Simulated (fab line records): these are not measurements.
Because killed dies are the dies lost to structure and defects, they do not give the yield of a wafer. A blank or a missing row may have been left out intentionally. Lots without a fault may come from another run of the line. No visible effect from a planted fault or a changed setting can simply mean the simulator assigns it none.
What tool caused it? + flow gf180mcu + Sampling: 12 lots, 36 wafers, 5 of 602 route steps

## WHAT THE GAUGES SHOWED, per wafer
GF_V2_THK_MEAS_01.
| lot  | measured     | on            | V2_CVD_00_THK (nm) |
|------|--------------|---------------|--------------------|
| L820 | day 19 05:32 | film-metro-01 | 607 603 612        |
| L822 | day 20 00:02 | film-metro-01 | 598 606 590        |
| L823 | day 20 05:44 | film-metro-04 | 603 605 602        |
| L831 | day 23 05:49 | film-metro-03 | 599 601 597        |
| L832 | day 23 17:04 | film-metro-01 | 605 607 601        |
| L833 | day 23 23:36 | film-metro-03 | 608 603 597        |
| L834 | day 24 07:19 | film-metro-03 | 603 607 603        |
| L837 | day 25 21:52 | film-metro-03 | 597 592 596        |
| L840 | day 26 13:55 | film-metro-03 | 607 609 609        |
| L841 | day 26 20:41 | film-metro-01 | 597 593 596        |
| L842 | day 27 00:30 | film-metro-01 | 590 595 602        |
| L843 | day 27 11:14 | film-metro-03 | 589 589 602        |

GF_M3_CD_MEAS_14: target cd 280 nm.
| lot  | measured     | on        | cd-nm (nm)        |
|------|--------------|-----------|-------------------|
| L820 | day 21 09:21 | cd-sem-02 | 279.2 280.5 280.5 |
| L822 | day 22 02:50 | cd-sem-02 | 280.9 280.9 281.5 |
| L823 | day 22 07:44 | cd-sem-01 | 280.3 279.9 279.2 |
| L831 | day 25 05:24 | cd-sem-01 | 279.9 282.0 281.3 |
| L832 | day 25 15:08 | cd-sem-01 | 255.2 281.3 256.6 |
| L833 | day 25 20:38 | cd-sem-01 | 280.9 279.2 280.4 |
| L834 | day 26 05:00 | cd-sem-02 | 255.1 256.4 278.9 |
| L837 | day 27 17:02 | cd-sem-02 | 279.7 280.3 280.9 |
| L840 | day 28 08:09 | cd-sem-02 | 278.4 279.7 279.4 |
| L841 | day 28 15:11 | cd-sem-02 | 279.8 279.4 279.8 |
| L842 | day 28 18:01 | cd-sem-01 | 279.7 279.8 280.0 |
| L843 | day 29 03:51 | cd-sem-01 | 279.4 278.8 279.2 |

## TOOL THAT RAN EACH LOT (tool first, then ch and the chambers of the sampled wafers, then the start)
| lot  | GF_V2_CVD_02                    | GF_M3_SPUTTER_02             | GF_M3_EXPOSE_11                   |
|------|---------------------------------|------------------------------|-----------------------------------|
| L820 | pecvd-01 ch 0,1, day 19 05:35   | pvd-sputter-02, day 20 08:59 | krf-scanner-02 ch 0, day 20 21:23 |
| L822 | pecvd-03 ch 1,2, day 20 00:05   | pvd-sputter-02, day 21 02:54 | krf-scanner-01 ch 0, day 21 15:29 |
| L823 | pecvd-01 ch 0,2, day 20 05:48   | pvd-sputter-01, day 21 07:59 | krf-scanner-01 ch 0, day 21 20:17 |
| L831 | pecvd-04 ch 0,1, day 23 05:52   | pvd-sputter-01, day 24 07:16 | krf-scanner-02 ch 0, day 24 18:53 |
| L832 | pecvd-04 ch 0,1,2, day 23 17:07 | pvd-sputter-01, day 24 17:25 | krf-scanner-01 ch 0, day 25 04:10 |
| L833 | pecvd-03 ch 1,2, day 23 23:40   | pvd-sputter-02, day 24 23:37 | krf-scanner-02 ch 0, day 25 09:56 |
| L834 | pecvd-01 ch 0,1,2, day 24 07:22 | pvd-sputter-02, day 25 07:53 | krf-scanner-01 ch 0, day 25 19:04 |
| L837 | pecvd-03 ch 1,2, day 25 21:56   | pvd-sputter-03, day 26 20:34 | krf-scanner-02 ch 0, day 27 06:52 |
| L840 | pecvd-03 ch 0,1,2, day 26 13:58 | pvd-sputter-03, day 27 12:34 | krf-scanner-02 ch 0, day 27 22:49 |
| L841 | pecvd-01 ch 0,1,2, day 26 20:44 | pvd-sputter-03, day 27 19:05 | krf-scanner-02 ch 0, day 28 04:50 |
| L842 | pecvd-01 ch 0,1,2, day 27 00:32 | pvd-sputter-03, day 27 22:50 | krf-scanner-02 ch 0, day 28 08:46 |
| L843 | pecvd-01 ch 0,1, day 27 11:17   | pvd-sputter-03, day 28 08:55 | krf-scanner-01 ch 0, day 28 18:43 |
- GF_V2_CVD_02: deposits SiO2 from TEOS, target thk 850 nm, time 94.851 s.
- GF_M3_SPUTTER_02: material AlCu, target thk 450 nm, time 23.9 s.
- GF_M3_EXPOSE_11: exposes mask Metal3, target cd 280 nm.

## WHAT THE TOOLS THEMSELVES READ (means of the sampled wafers that have a number; where no wafer has one, the mark that the record gives instead)
GF_V2_CVD_02.
| lot  | tool     | heater-power-w (W) |
|------|----------|--------------------|
| L820 | pecvd-01 | 725                |
| L822 | pecvd-03 | 669                |
| L823 | pecvd-01 | 637                |
| L831 | pecvd-04 | 499                |
| L832 | pecvd-04 | 567                |
| L833 | pecvd-03 | 680                |
| L834 | pecvd-01 | 745                |
| L837 | pecvd-03 | 767                |
| L840 | pecvd-03 | 664                |
| L841 | pecvd-01 | 678                |
| L842 | pecvd-01 | 696                |
| L843 | pecvd-01 | 710                |

GF_M3_SPUTTER_02.
| lot  | tool           | cathode-dc-power-W (W) | throttle-valve-pct (%) |
|------|----------------|------------------------|------------------------|
| L820 | pvd-sputter-02 | 10600                  | 30.2                   |
| L822 | pvd-sputter-02 | 10601                  | 30.7                   |
| L823 | pvd-sputter-01 | 10603                  | 30.3                   |
| L831 | pvd-sputter-01 | 10601                  | 30.1                   |
| L832 | pvd-sputter-01 | 10601                  | 30.4                   |
| L833 | pvd-sputter-02 | 10600                  | 29.7                   |
| L834 | pvd-sputter-02 | 10600                  | 29.8                   |
| L837 | pvd-sputter-03 | 10599                  | 29.7                   |
| L840 | pvd-sputter-03 | 10601                  | 30.2                   |
| L841 | pvd-sputter-03 | 10600                  | 30.1                   |
| L842 | pvd-sputter-03 | 10601                  | 29.4                   |
| L843 | pvd-sputter-03 | 10599                  | 30.2                   |

GF_M3_EXPOSE_11.
| lot  | tool           | exposure-dose-mJ-cm2 | stage-vel-mm-s (mm/s) |
|------|----------------|----------------------|-----------------------|
| L820 | krf-scanner-02 | 28.00                | 499.84                |
| L822 | krf-scanner-01 | 28.15                | 499.86                |
| L823 | krf-scanner-01 | 28.15                | 499.66                |
| L831 | krf-scanner-02 | 27.99                | 500.26                |
| L832 | krf-scanner-01 | 28.12                | 500.01                |
| L833 | krf-scanner-02 | 27.96                | 500.16                |
| L834 | krf-scanner-01 | 28.17                | 500.13                |
| L837 | krf-scanner-02 | 28.00                | 500.25                |
| L840 | krf-scanner-02 | 28.00                | 499.90                |
| L841 | krf-scanner-02 | 28.04                | 500.34                |
| L842 | krf-scanner-02 | 27.98                | 499.88                |
| L843 | krf-scanner-01 | 28.17                | 499.77                |

## THE ANSWER, worked out from the rows above alone
Rule: usual is defined by the lots themselves. Put in order of their means at a reading, lots are off if they are a third of the lots or fewer, leave a main group of 4 or more, and stand apart from it by a gap of 3 or more times the standard deviation of the main group's means; of several such gaps the widest counts. If all means in a main group match to the digits the tables above print for the reading, that group is not used. Also off: a lot with no number at a reading for which 4 or more lots have one. All remaining lots with rows at the step are treated as sound. First the gauges in route order, then the tools' own readings, where a lot's mean is used as printed above. At the first step where some lot is off, the reading lying furthest off is the one used; lots without a number count as furthest.
Off, at GF_M3_CD_MEAS_14 on cd-nm: L832, L834. The main group: mean 280.0 nm, standard deviation 0.64.
A tool fits if, at a process step before that reading, it ran every lot that is off, and no sound lot after the first of them. Gauges at GF_M3_CD_MEAS_14: tried the same way as those tools. No candidate that was tried fits.

## WHAT THE SIMULATOR PUT IN
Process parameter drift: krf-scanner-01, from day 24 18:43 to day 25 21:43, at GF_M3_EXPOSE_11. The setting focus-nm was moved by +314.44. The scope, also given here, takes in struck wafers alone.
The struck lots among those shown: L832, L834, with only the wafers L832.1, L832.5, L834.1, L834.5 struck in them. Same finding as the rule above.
